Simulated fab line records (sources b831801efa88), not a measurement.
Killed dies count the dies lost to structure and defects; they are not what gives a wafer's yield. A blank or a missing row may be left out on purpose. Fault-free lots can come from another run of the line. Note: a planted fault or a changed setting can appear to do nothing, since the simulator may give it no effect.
What tool caused it? + flow sky130 + 14 lots, 42 wafers sampled, at 3 steps of a route of 708

## WHAT THE GAUGES READ, wafer by wafer
SKY_GATE_OXIDE_THK_MEAS_02.
| lot  | measured     | on           | GATE_OXIDE_OXIDATION_00_THK (nm) |
|------|--------------|--------------|----------------------------------|
| L113 | day 13 05:13 | filmMetro-03 | 10.90 10.87 10.78                |
| L115 | day 13 19:16 | filmMetro-01 | 11.00 10.94 11.05                |
| L116 | day 13 19:16 | filmMetro-03 | 10.95 11.03 11.01                |
| L117 | day 14 03:41 | filmMetro-03 | 10.78 10.91 10.93                |
| L121 | day 15 15:53 | filmMetro-03 | 10.88 10.80 10.83                |
| L122 | day 16 00:32 | filmMetro-03 | 10.82 10.93 10.75                |
| L128 | day 18 01:19 | filmMetro-03 | 10.71 10.69 10.70                |
| L129 | day 18 08:19 | filmMetro-01 | 10.95 10.85 10.92                |
| L130 | day 18 08:20 | filmMetro-02 | 10.71 10.69 10.66                |
| L131 | day 18 15:56 | filmMetro-02 | 10.59 10.83 10.86                |
| L132 | day 19 01:02 | filmMetro-01 | 11.00 11.18 11.05                |
| L133 | day 19 11:16 | filmMetro-03 | 10.85 10.86 10.81                |
| L134 | day 19 14:21 | filmMetro-03 | 11.02 10.78 10.99                |
| L136 | day 20 09:23 | filmMetro-03 | 11.10 11.11 11.16                |

## EACH LOT AND THE TOOL THAT RAN IT (in order: tool; ch and the chambers of the sampled wafers; start)
| lot  | SKY_SONOS_ONO_ETCH_15             | SKY_SONOS_ONO_STRIP_17              |
|------|-----------------------------------|-------------------------------------|
| L113 | rieDiel-01 ch 0,2,3, day 12 23:52 | plasmaAsher-04 ch 0,1, day 12 23:59 |
| L115 | rieDiel-01 ch 0,3, day 13 09:14   | plasmaAsher-02 ch 0,1, day 13 09:20 |
| L116 | rieDiel-01 ch 1,2,3, day 13 13:22 | plasmaAsher-03 ch 0,1, day 13 13:29 |
| L117 | rieDiel-03 ch 0,1, day 13 18:29   | plasmaAsher-04 ch 0,1, day 13 18:36 |
| L121 | rieDiel-02 ch 0,1,2, day 15 13:52 | plasmaAsher-04 ch 0,1, day 15 14:01 |
| L122 | rieDiel-01 ch 1,3, day 15 22:49   | plasmaAsher-03 ch 0,1, day 15 22:56 |
| L128 | rieDiel-01 ch 0,1,2, day 17 22:40 | plasmaAsher-02 ch 0,1, day 17 22:46 |
| L129 | rieDiel-03 ch 0,1,2, day 18 05:25 | plasmaAsher-03 ch 0,1, day 18 05:34 |
| L130 | rieDiel-02 ch 2,3, day 18 06:01   | plasmaAsher-04 ch 0,1, day 18 06:10 |
| L131 | rieDiel-03 ch 0,2,3, day 18 13:07 | plasmaAsher-03 ch 0,1, day 18 13:16 |
| L132 | rieDiel-02 ch 0,3, day 18 23:19   | plasmaAsher-04 ch 1, day 18 23:25   |
| L133 | rieDiel-03 ch 2,3, day 19 09:31   | plasmaAsher-02 ch 0,1, day 19 09:40 |
| L134 | rieDiel-03 ch 1,2,3, day 19 12:04 | plasmaAsher-04 ch 0,1, day 19 12:13 |
| L136 | rieDiel-03 ch 0,1,3, day 20 07:28 | plasmaAsher-03 ch 0,1, day 20 07:36 |
- SKY_SONOS_ONO_ETCH_15: etches the open film in CHF3/O2, target depth 19.52 nm, time 7.8 s.
- SKY_SONOS_ONO_STRIP_17: strips in O2/N2.

## WHAT THE TOOLS THEMSELVES READ (means of the sampled wafers that have a number; where no wafer has one, the mark that the record gives instead)
SKY_SONOS_ONO_ETCH_15.
| lot  | tool       | drypumpMotorCurrentA (A) | oesProductAu (a.u.) | throttleValvePct (%) |
|------|------------|--------------------------|---------------------|----------------------|
| L113 | rieDiel-01 | 5.4                      | 0.998               | 8.826                |
| L115 | rieDiel-01 | 5.4                      | 1.010               | 8.828                |
| L116 | rieDiel-01 | 5.6                      | 1.004               | 8.824                |
| L117 | rieDiel-03 | 6.3                      | 1.007               | 8.825                |
| L121 | rieDiel-02 | 6.0                      | 0.990               | 8.826                |
| L122 | rieDiel-01 | 5.8                      | 1.003               | 8.820                |
| L128 | rieDiel-01 | 5.8                      | 1.011               | 8.826                |
| L129 | rieDiel-03 | 6.1                      | 1.000               | 8.829                |
| L130 | rieDiel-02 | 5.7                      | 0.993               | 8.817                |
| L131 | rieDiel-03 | 6.1                      | 1.013               | 8.819                |
| L132 | rieDiel-02 | 5.8                      | 0.995               | 8.837                |
| L133 | rieDiel-03 | 6.0                      | 1.015               | 8.825                |
| L134 | rieDiel-03 | 6.0                      | 1.014               | 8.832                |
| L136 | rieDiel-03 | 6.1                      | 1.002               | 8.829                |

SKY_SONOS_ONO_STRIP_17.
| lot  | tool           | drypumpMotorCurrentA (A) | oesProductAu (a.u.) | stripTimeToEndpointS (s) |
|------|----------------|--------------------------|---------------------|--------------------------|
| L113 | plasmaAsher-04 | 6.06                     | 0.713               | 14.07                    |
| L115 | plasmaAsher-02 | 6.09                     | 0.705               | 14.11                    |
| L116 | plasmaAsher-03 | 6.07                     | 0.708               | 14.04                    |
| L117 | plasmaAsher-04 | 6.01                     | 0.711               | 14.11                    |
| L121 | plasmaAsher-04 | 6.01                     | 0.706               | 14.11                    |
| L122 | plasmaAsher-03 | 6.06                     | 0.712               | 14.10                    |
| L128 | plasmaAsher-02 | 6.09                     | 0.708               | 14.10                    |
| L129 | plasmaAsher-03 | 6.08                     | 0.712               | 14.06                    |
| L130 | plasmaAsher-04 | 6.05                     | 0.706               | 14.15                    |
| L131 | plasmaAsher-03 | 6.08                     | 0.712               | 14.09                    |
| L132 | plasmaAsher-04 | 6.00                     | 0.708               | 14.10                    |
| L133 | plasmaAsher-02 | 6.09                     | 0.713               | 14.08                    |
| L134 | plasmaAsher-04 | 6.00                     | 0.710               | 14.05                    |
| L136 | plasmaAsher-03 | 6.10                     | 0.712               | 14.07                    |

## THE ANSWER, worked out from the rows above alone
Rule: the usual values come from the lots themselves. The widest of any qualifying gaps counts: lots, ordered by their means at a reading, are off when they make up no more than a third of the lots, leave a main group of 4 or more, and stand apart from it by 3 or more times the standard deviation of that group's means. The tables above print the reading to a certain number of digits; a main group whose means all agree to those digits is not used. Also off: a lot with no number at a reading for which 4 or more lots have one. Where the step has rows for the other lots, those lots are counted as sound. After the gauges, taken in route order, come the tools' own readings; for these a lot's mean is taken, as printed above. At the first step where some lot is off, the reading lying furthest off is the one used; lots without a number count as furthest.
Across all readings shown, no lot is off: no conclusion can be drawn from this.

## WHAT THE SIMULATOR HAD PUT IN
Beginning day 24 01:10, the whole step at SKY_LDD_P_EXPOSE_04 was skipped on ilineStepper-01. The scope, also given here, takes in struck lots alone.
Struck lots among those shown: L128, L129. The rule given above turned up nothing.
